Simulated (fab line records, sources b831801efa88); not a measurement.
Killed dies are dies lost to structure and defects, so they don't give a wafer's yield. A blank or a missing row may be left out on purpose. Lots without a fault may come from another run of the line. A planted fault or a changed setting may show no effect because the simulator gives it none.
A struck lot beside a sound one | flow gf180mcu | 43 steps out of a route of 602
Sound: wafers L340.1, L340.4, L340.6. Struck: wafers L351.1, L351.3, L351.6. The cause comes at the end.
At each step with rows: each side's tool, then ch and its chambers, then its first start. Under that, the readings that differ: sound wafers | struck wafers | difference of the means | sigmas: that difference in standard deviations of wafers without a fault.
alike: readings whose means differ by less than 2 such deviations, and words and numbers that are the same on both sides. not compared: withheld readings, readings that some wafer has no value for, bounds like >300 that may hide the same value, and numbers for which the record gives no deviation and whose values overlap.
The two part at a step that has a row with sigmas, a row that says differs or no value, or rows on one side only. Numbers that don't overlap but have no deviation are shown without sigmas and don't part them. A reading that every wafer of one side lacks parts them only if that side has two wafers or more.

GF_STI_ETCH_14: etches Si in HBr/Cl2/O2, target depth 360 nm, time 102.9 s.
  sound on rie_si-01 ch 1,2,3, day 2 18:40; struck on rie_si-02 ch 2,3, day 5 02:20
  alike: drypump_motor_current_A, oes_product_au, throttle_valve_pct
  not compared: rf_hours_counter_h
GF_STI_STRIP_15: strips in O2/N2.
  sound on plasma_asher-01 ch 0,1, day 2 18:45; struck on plasma_asher-04 ch 1, day 5 02:24
  alike: drypump_motor_current_A, heater_power_w, oes_product_au, platen_temp_c, strip_time_to_endpoint_s
  not compared: rf_hours_counter_h
then, 6 steps without rows for these wafers: GF_STI_CLEAN_16 (cleans in dHF, time 25 s); GF_STI_WET_ETCH_17 (etches Si3N4 in H3PO4, target depth 45 nm, time 514 s); GF_STI_CLEAN_18 (cleans in SC1/SC2, time 150 s); GF_STI_CLEAN_19 (cleans in dHF, time 20 s); GF_STI_WET_ETCH_20 (etches SiO2 in dHF, target depth 20 nm, time 400 s); GF_STI_OXIDATION_21 (stabilise 600 s, purge 300 s, target thk 15 nm).
GF_STI_THK_MEAS_22:
  sound on film_metro-04, day 2 20:20; struck on film_metro-04, day 5 05:21
  reading                   | sound             | struck            | difference | sigmas
  STI_OXIDATION_01_THK (nm) | 15.23 15.28 15.24 | 14.85 14.54 14.59 | -0.59      | -2
then, 1 step without rows for these wafers: GF_STI_CVD_23 (deposits SiO2, target thk 650 nm, time 108.3 s).
GF_STI_THK_MEAS_24:
  sound on film_metro-01, day 2 20:28; struck on film_metro-02, day 5 05:29
  alike: STI_CVD_23_THK
GF_STI_CMP_25: polishes, stops on Si3N4, t overpolish 33 s, target thk 524.6 nm.
  sound on cmp-01 ch 2,3, day 2 20:32; struck on cmp-02 ch 0,2, day 5 05:36
  reading                      | sound             | struck            | difference | sigmas
  retaining_ring_pressure_frac | 0.996 0.994 0.989 | 1.003 1.011 0.998 | +0.011     | +2
  alike: motor_current_A, overpolish_run_s, platen_rpm, time_to_endpoint_s
GF_STI_WET_ETCH_26: etches SiO2 in dHF, target depth 94 nm, time 188 s.
  sound on wet_bench-03 ch 2, day 2 20:50; struck on wet_bench-03 ch 0, day 5 05:51
then, 3 steps without rows for these wafers: GF_STI_WET_ETCH_27 (etches Si3N4 in H3PO4, target depth 160 nm, time 1825 s); GF_STI_WET_ETCH_28 (etches SiO2 in dHF, target depth 20 nm, time 40 s); GF_STI_OXIDATION_29 (stabilise 600 s, purge 300 s, target thk 10 nm).
GF_STI_THK_MEAS_30:
  sound on film_metro-04, day 2 23:55; struck on film_metro-02, day 5 07:51
  alike: STI_OXIDATION_02_THK
then, 8 steps without rows for these wafers: GF_DNWELL_DEHYDRATE_00 (time 60 s); GF_DNWELL_HMDS_01 (prime time 60 s); GF_DNWELL_COAT_02 (resist thk 3000 nm); GF_DNWELL_SOFTBAKE_03; GF_DNWELL_EXPOSE_04 (exposes mask DNWELL, target cd 1700 nm); GF_DNWELL_PEB_05; GF_DNWELL_DEVELOP_06 (develop time 60 s); GF_DNWELL_IMPLANT_07.
GF_DNWELL_STRIP_08: strips in O2/N2.
  sound on plasma_asher-01 ch 0,1, day 3 13:17; struck on plasma_asher-01 ch 0,1, day 5 22:05
  alike: drypump_motor_current_A, heater_power_w, oes_product_au, platen_temp_c, strip_time_to_endpoint_s
  not compared: rf_hours_counter_h
GF_DNWELL_TW_MEAS_09:
  sound on film_metro-02, day 3 13:23; struck on film_metro-01, day 5 22:11
  alike: DNWELL_TW
then, 7 steps without rows for these wafers: GF_NWELL_DEHYDRATE_00 (time 60 s); GF_NWELL_HMDS_01 (prime time 60 s); GF_NWELL_COAT_02 (resist thk 3000 nm); GF_NWELL_SOFTBAKE_03; GF_NWELL_EXPOSE_04 (exposes mask Nwell, target cd 860 nm); GF_NWELL_PEB_05; GF_NWELL_DEVELOP_06 (develop time 60 s).
GF_NWELL_OVL_MEAS_07:
  sound on overlay-01, day 4 02:32; struck on overlay-01, day 6 12:55
  alike: NWELL_OVL
then, 2 steps without rows for these wafers: GF_NWELL_IMPLANT_08; GF_NWELL_IMPLANT_09.
GF_NWELL_STRIP_10: strips in O2/N2.
  sound on plasma_asher-04 ch 0,1, day 4 02:52; struck on plasma_asher-02 ch 0, day 6 13:15
  reading            | sound       | struck      | difference | sigmas
  heater_power_w (W) | 283 277 313 | 348 362 351 | +63        | +2
  alike: drypump_motor_current_A, oes_product_au, platen_temp_c, strip_time_to_endpoint_s
  not compared: rf_hours_counter_h
GF_NWELL_TW_MEAS_11:
  sound on film_metro-01, day 4 02:58; struck on film_metro-01, day 6 13:21
  alike: NWELL_TW
then, 3 steps without rows for these wafers: GF_LVPWELL_DEHYDRATE_00 (time 60 s); GF_LVPWELL_HMDS_01 (prime time 60 s); GF_LVPWELL_COAT_02 (resist thk 3043 nm).
-- the record jumps here: 27 days lie between the struck wafers' starts before and after (it left off in module LVPWELL and takes up again in module PASSIVATION, whose first step shown is number 602 of the route) --
GF_PASSIVATION_PROBE_99:
  the record has rows for the struck wafers here (prober-02, day 33 07:55) and none for the sound ones

WHERE THEY PART
First at GF_STI_THK_MEAS_22; last, within this record, at GF_PASSIVATION_PROBE_99.

WHY: what the simulator had put in
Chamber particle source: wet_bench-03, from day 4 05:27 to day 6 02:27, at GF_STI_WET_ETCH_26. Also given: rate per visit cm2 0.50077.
